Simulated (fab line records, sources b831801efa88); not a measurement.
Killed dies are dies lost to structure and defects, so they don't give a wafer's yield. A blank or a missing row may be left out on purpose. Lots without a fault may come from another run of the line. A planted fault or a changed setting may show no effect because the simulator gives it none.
Which tool did it? | flow sky130 | 14 lots, 41 wafers sampled, at 3 steps of a route of 708

WHAT THE GAUGES READ, wafer by wafer
SKY_LI_CONTACT_RS_MEAS_22: measures by four-point-probe. Usual: LI_CONTACT_W_RS 0.2865 ohm/sq, standard deviation 0.0024.
lot  | measured     | on            | LI_CONTACT_W_RS (ohm/sq) | flag
L351 | day 29 21:50 | film_metro-03 | 0.2912 0.2855 0.2863     |
L352 | day 30 07:53 | film_metro-01 | 0.2857 0.2872 0.2850     |
L353 | day 30 12:29 | film_metro-03 | 0.2842 0.2817 0.2876     |
L355 | day 31 03:22 | film_metro-03 | 0.2857 0.2877 0.2892     |
L357 | day 31 19:24 | film_metro-03 | 0.2838 0.2874 0.2848     |
L356 | day 31 23:18 | film_metro-03 | 0.2870 0.2856 0.2861     |
L358 | day 32 01:04 | film_metro-01 | 0.2880 0.2812 0.2850     |
L359 | day 32 01:53 | film_metro-03 | 0.2858 0.2847 0.2843     |
L360 | day 32 06:03 | film_metro-03 | 0.2896 0.2889 0.2896     |
L362 | day 33 16:32 | film_metro-02 | 0.2856 0.2871 0.2877     |
L369 | day 35 00:53 | film_metro-02 | 0.2866 0.5052            | OFF
L370 | day 35 14:18 | film_metro-01 | 0.2835 0.5039 0.2866     | OFF
L372 | day 36 00:19 | film_metro-03 | 0.2845 0.2906 0.2905     |
L373 | day 36 03:11 | film_metro-01 | 0.2853 0.2895 0.2916     |

SKY_LI_CONTACT_THK_MEAS_23: measures by xrf. Usual: LI_CONTACT_W_THK 383 nm, standard deviation 5.1.
lot  | measured     | on            | LI_CONTACT_W_THK (nm) | flag
L351 | day 29 21:57 | film_metro-03 | 374 381 380           |
L352 | day 30 07:59 | film_metro-01 | 379 377 379           |
L353 | day 30 12:37 | film_metro-03 | 389 391 382           |
L355 | day 31 03:28 | film_metro-03 | 383 384 379           |
L357 | day 31 19:31 | film_metro-03 | 385 382 384           |
L356 | day 31 23:25 | film_metro-03 | 383 383 383           |
L358 | day 32 01:11 | film_metro-01 | 377 382 381           |
L359 | day 32 02:01 | film_metro-03 | 388 393 392           |
L360 | day 32 06:08 | film_metro-03 | 384 382 384           |
L362 | day 33 16:40 | film_metro-02 | 388 385 387           |
L369 | day 35 00:59 | film_metro-02 | 384 222               | OFF
L370 | day 35 14:23 | film_metro-01 | 386 220 381           | OFF
L372 | day 36 00:25 | film_metro-03 | 383 374 375           |
L373 | day 36 03:19 | film_metro-01 | 380 374 374           |

WHICH TOOL RAN EACH LOT (tool, then ch and the chambers of the sampled wafers, then the start)
lot  | SKY_LI_CONTACT_CVD_21
L351 | cvd_w-02 ch 0,1, day 29 21:41
L352 | cvd_w-02 ch 0,1, day 30 07:45
L353 | cvd_w-01 ch 0,1, day 30 12:22
L355 | cvd_w-01 ch 1, day 31 03:11
L357 | cvd_w-02 ch 0,1, day 31 19:16
L356 | cvd_w-02 ch 0,1, day 31 23:11
L358 | cvd_w-02 ch 0,1, day 32 00:56
L359 | cvd_w-01 ch 0,1, day 32 01:46
L360 | cvd_w-01 ch 0,1, day 32 05:54
L362 | cvd_w-02 ch 0, day 33 16:25
L369 | cvd_w-02 ch 0, day 35 00:45
L370 | cvd_w-02 ch 0,1, day 35 14:09
L372 | cvd_w-01 ch 0,1, day 36 00:10
L373 | cvd_w-01 ch 0,1, day 36 03:04
- SKY_LI_CONTACT_CVD_21: deposits W, target thk 400 nm, time 120.56 s.

WHAT THE TOOLS THEMSELVES READ (means of the sampled wafers that have a number; where no wafer has one, the mark that the record gives instead)
SKY_LI_CONTACT_CVD_21. Usual: heater_power_w 809 W, standard deviation 56.
lot  | tool     | heater_power_w (W) | flag
L351 | cvd_w-02 | 848                |
L352 | cvd_w-02 | 830                |
L353 | cvd_w-01 | 726                |
L355 | cvd_w-01 | 776                |
L357 | cvd_w-02 | 819                |
L356 | cvd_w-02 | 841                |
L358 | cvd_w-02 | 847                |
L359 | cvd_w-01 | 739                |
L360 | cvd_w-01 | 755                |
L362 | cvd_w-02 | 803                |
L369 | cvd_w-02 | 810                |
L370 | cvd_w-02 | 863                |
L372 | cvd_w-01 | 749                |
L373 | cvd_w-01 | 727                |

THE ANSWER, worked out from the rows above alone
Rule: a lot is off if the mean of its wafers that have a number lies more than 3 standard deviations from the usual mean. A lot without any number at a reading at which 4 lots or more have one is off too. The other lots that the step has rows for count as sound. The gauges are gone through in route order, then the tools' own readings, and for those a lot's mean is taken as printed above. The first step at which some lot is off is used, and at that step the reading that is off furthest; a lot without a number counts as furthest.
Off: L369, L370, at SKY_LI_CONTACT_RS_MEAS_22 (LI_CONTACT_W_RS).
A tool fits if, at a process step before that reading, it ran every lot that is off, and no sound lot after the first of them. The gauges at SKY_LI_CONTACT_RS_MEAS_22 are tried like those tools. One fits: cvd_w-02 at SKY_LI_CONTACT_CVD_21. Its last sound lot is L362 (day 33 16:25), its first lot that is off L369 (day 35 00:45): a fault that began between those two fits.

WHAT THE SIMULATOR HAD PUT IN
Process parameter drift: cvd_w-02, from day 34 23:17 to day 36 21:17, at SKY_LI_CONTACT_CVD_21. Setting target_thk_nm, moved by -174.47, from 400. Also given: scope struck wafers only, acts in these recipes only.
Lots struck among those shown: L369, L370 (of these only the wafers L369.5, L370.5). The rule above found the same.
